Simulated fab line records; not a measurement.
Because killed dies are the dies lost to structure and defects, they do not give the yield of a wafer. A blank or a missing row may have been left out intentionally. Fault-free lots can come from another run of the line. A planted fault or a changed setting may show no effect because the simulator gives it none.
Matching of chambers | flow sky130 | SKY_CONTACT_CMP_27 on cmp-01: 4 sister chambers
The step polishes, stops on SiO2, t overpolish 15 s, target thk 0 nm. 4 wafers are shown with their chamber, then 10 later ones without.

## WAFERS, EACH WITH ITS CHAMBER
wafer  | chamber | motorCurrentA (A)
L079.1 | 2       | 11.8
L088.5 | 1       | 11.3
L089.1 | 0       | 14.4
L089.2 | 3       | 9.8

## WAFERS WITHOUT THEIR CHAMBER
wafer  | motorCurrentA (A)
L089.4 | 11.8
L092.3 | 11.4
L092.4 | 13.9
L092.5 | 11.1
L095.1 | 11.1
L095.3 | 10.6
L095.4 | 13.5
L097.2 | 11.1
L097.4 | 13.7
L097.6 | 13.8

## WHICH CHAMBER EACH ONE RAN IN
wafer  | from the rows above          | in truth
L089.4 | can't be placed: 2 or 1      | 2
L092.3 | can't be placed: 1 or 2      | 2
L092.4 | 0                            | 0
L092.5 | can't be placed: 1 or 2      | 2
L095.1 | can't be placed: 1 or 2      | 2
L095.3 | can't be placed: 1 or 3 or 2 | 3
L095.4 | can't be placed: 0 or 2      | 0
L097.2 | can't be placed: 1 or 2      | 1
L097.4 | 0                            | 0
L097.6 | 0                            | 0
Correctly placed: 3 of 10. Can't be placed from these rows: 7 (the true chamber is among the candidates in 7). 0 placed wrongly.
How it was worked out, from the rows above alone: a wafer's distance from a chamber is the root of the sum, over the readings, of the square of ((its reading less the chamber's mean) divided by the reading's scatter). The wafer belongs to the nearest chamber; if the next one is less than 2 further off, it can't be placed. The mean given for a chamber averages the wafers shown for that chamber. The scatter: with one shown wafer a chamber, the root of the mean of the squares of how far each hidden wafer lies from its nearest shown one.
